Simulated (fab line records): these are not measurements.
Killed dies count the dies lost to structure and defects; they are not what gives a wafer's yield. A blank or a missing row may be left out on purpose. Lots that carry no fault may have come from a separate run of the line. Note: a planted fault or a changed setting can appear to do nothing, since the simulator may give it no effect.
Which tool is to blame?    flow gf180mcu    Sampling: 14 lots, 42 wafers, 3 of 602 route steps

WHAT THE GAUGES READ, wafer by wafer
GF_M4_OVL_MEAS_15. Usual: M4_OVL typically reads -4 nm, with standard deviation 6.
lot   measured      on          M4_OVL (nm)  flag
L752  day 23 01:17  overlay-01  -4 -5 -9     
L753  day 23 15:08  overlay-01  7 -4 -12     
L754  day 24 06:13  overlay-02  3 -2 10      
L758  day 25 16:23  overlay-01  -2 -4 -7     
L760  day 26 02:20  overlay-02  -9 -9 -10    
L761  day 26 12:01  overlay-02  -9 -9 -15    
L762  day 26 22:05  overlay-02  -6 -9 -7     
L763  day 27 10:15  overlay-02  -1 0 -2      
L764  day 27 13:08  overlay-01  6 2 -1       
L765  day 28 12:19  overlay-02  2 7 0        
L766  day 28 15:19  overlay-01  -15 -11 -7   
L769  day 29 05:49  overlay-01  2 3 8        
L771  day 29 16:19  overlay-01  -9 -6 -3     
L772  day 30 01:01  overlay-01  -7 -7 2      

GF_V4_BOW_MEAS_05. Usual: V4_BOW typically reads 135 um, with standard deviation 9.2.
lot   measured      on            V4_BOW (um)  flag
L752  day 23 02:41  filmMetro-03  131 133 134  
L753  day 23 16:25  filmMetro-03  151 134 143  
L754  day 24 07:30  filmMetro-01  136 134 125  
L758  day 25 17:37  filmMetro-02  147 143 140  
L760  day 26 03:39  filmMetro-01  128 123 132  
L761  day 26 13:19  filmMetro-03  134 134 136  
L762  day 26 23:27  filmMetro-01  149 135 137  
L763  day 27 12:05  filmMetro-02  140 145 142  
L764  day 27 14:23  filmMetro-02  128 119 123  
L765  day 28 13:49  filmMetro-03  123 132 144  
L766  day 28 16:46  filmMetro-01  120 119 130  
L769  day 29 07:03  filmMetro-01  153 144 142  
L771  day 29 17:38  filmMetro-02  119 128 128  
L772  day 30 02:17  filmMetro-02  128 135 128  

WHAT TOOL EACH LOT RAN ON (gives the tool, then ch and the chambers of the sampled wafers, and finally the start)
lot   GF_M4_STRIP_17
L752  plasmaAsher-01 ch 0,1, day 23 01:28
L753  plasmaAsher-01 ch 0,1, day 23 15:19
L754  plasmaAsher-01 ch 0,1, day 24 06:21
L758  plasmaAsher-01 ch 0,1, day 25 16:31
L760  plasmaAsher-02 ch 0,1, day 26 02:29
L761  plasmaAsher-01 ch 0,1, day 26 12:09
L762  plasmaAsher-02 ch 0,1, day 26 22:20
L763  plasmaAsher-04 ch 0,1, day 27 10:31
L764  plasmaAsher-02 ch 0, day 27 13:16
L765  plasmaAsher-04 ch 0,1, day 28 12:27
L766  plasmaAsher-01 ch 0,1, day 28 15:36
L769  plasmaAsher-01 ch 1, day 29 05:58
L771  plasmaAsher-01 ch 1, day 29 16:28
L772  plasmaAsher-04 ch 0,1, day 30 01:10
- GF_M4_STRIP_17: strips in O2/N2.

WHAT THE TOOLS THEMSELVES READ (means of the sampled wafers that have a number; where no wafer has one, the mark that the record gives instead)
GF_M4_STRIP_17. Usual: drypumpMotorCurrentA 5.9 A, standard deviation 0.4; heaterPowerW 343 W, standard deviation 23; oesProductAu 0.557 a.u., standard deviation 0.0054; stripTimeToEndpointS 7.86 s, standard deviation 0.052.
lot   tool            drypumpMotorCurrentA (A)  heaterPowerW (W)  oesProductAu (a.u.)  stripTimeToEndpointS (s)  flag
L752  plasmaAsher-01  6.2                       327               0.553                7.84                      
L753  plasmaAsher-01  6.2                       334               0.556                7.83                      
L754  plasmaAsher-01  5.9                       351               0.560                7.84                      
L758  plasmaAsher-01  6.2                       331               0.553                7.82                      
L760  plasmaAsher-02  5.8                       347               0.556                7.84                      
L761  plasmaAsher-01  6.2                       332               0.555                7.90                      
L762  plasmaAsher-02  5.9                       353               0.558                7.88                      
L763  plasmaAsher-04  5.8                       335               0.560                7.91                      
L764  plasmaAsher-02  5.7                       347               0.553                7.83                      
L765  plasmaAsher-04  5.8                       341               0.562                7.86                      
L766  plasmaAsher-01  5.9                       349               0.554                7.84                      
L769  plasmaAsher-01  6.6                       305               0.554                7.82                      
L771  plasmaAsher-01  6.6                       314               0.557                7.89                      
L772  plasmaAsher-04  5.9                       351               0.558                7.93                      

THE ANSWER, worked out from the rows above alone
Rule: take the mean of a lot's wafers that have a number; if it is more than 3 standard deviations from the usual mean, the lot is off. Also off: a lot with no number at a reading for which 4 or more lots have one. All remaining lots with rows at the step are treated as sound. The gauges are gone through in route order, then the tools' own readings, and for those a lot's mean is taken as printed above. The first step at which some lot is off is used, and at that step the reading that is off furthest; a lot without a number counts as furthest.
No lot is off at any reading shown: from this, nothing can be told.

WHAT THE SIMULATOR PUT IN
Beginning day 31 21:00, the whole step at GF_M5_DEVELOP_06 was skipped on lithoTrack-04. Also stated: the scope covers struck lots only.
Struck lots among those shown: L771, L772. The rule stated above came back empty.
